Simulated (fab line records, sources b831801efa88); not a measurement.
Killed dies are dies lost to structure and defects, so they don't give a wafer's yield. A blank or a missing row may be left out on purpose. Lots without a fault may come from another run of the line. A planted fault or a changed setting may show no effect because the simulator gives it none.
Which tool did it? | flow sky130 | 6 lots, 18 wafers sampled, at 2 steps of a route of 708

WHAT THE GAUGES READ, wafer by wafer
SKY_VIA4_OVL_MEAS_11.
lot  | measured     | on         | VIA4_OVL (nm)
L939 | day 43 10:23 | overlay-02 | -3.7 -4.4 -4.4
L941 | day 43 18:01 | overlay-02 | -3.4 -2.2 -1.9
L946 | day 45 00:34 | overlay-01 | -0.9 -1.6 -1.8
L950 | day 46 03:53 | overlay-02 | -1.5 0.3 -1.2
L952 | day 46 15:14 | overlay-01 | -4.4 -3.1 -4.3
L959 | day 48 07:35 | overlay-02 | -2.1 -1.2 -0.6

WHICH TOOL RAN EACH LOT (tool, then ch and the chambers of the sampled wafers, then the start)
lot  | SKY_VIA2_CVD_21
L939 | cvd_w-01 ch 0,1, day 36 23:25
L941 | cvd_w-01 ch 0,1, day 37 08:50
L946 | cvd_w-01 ch 0,1, day 38 21:34
L950 | cvd_w-02 ch 0,1, day 40 05:50
L952 | cvd_w-02 ch 0,1, day 40 18:35
L959 | cvd_w-01 ch 0,1, day 42 16:29
- SKY_VIA2_CVD_21: deposits W, target thk 420 nm, time 126.4 s.

THE ANSWER, worked out from the rows above alone
Rule: what is usual is taken from the lots themselves. Put in order of their means at a reading, lots are off if they are a third of the lots or fewer, leave a main group of 4 or more, and stand apart from it by a gap of 3 or more times the standard deviation of the main group's means; of several such gaps the widest counts. A main group whose means are all the same, to the digits that the tables above print for the reading, isn't used. A lot without any number at a reading at which 4 lots or more have one is off too. The other lots that the step has rows for count as sound.
No lot is off at any reading shown: from this, nothing can be told.

WHAT THE SIMULATOR HAD PUT IN
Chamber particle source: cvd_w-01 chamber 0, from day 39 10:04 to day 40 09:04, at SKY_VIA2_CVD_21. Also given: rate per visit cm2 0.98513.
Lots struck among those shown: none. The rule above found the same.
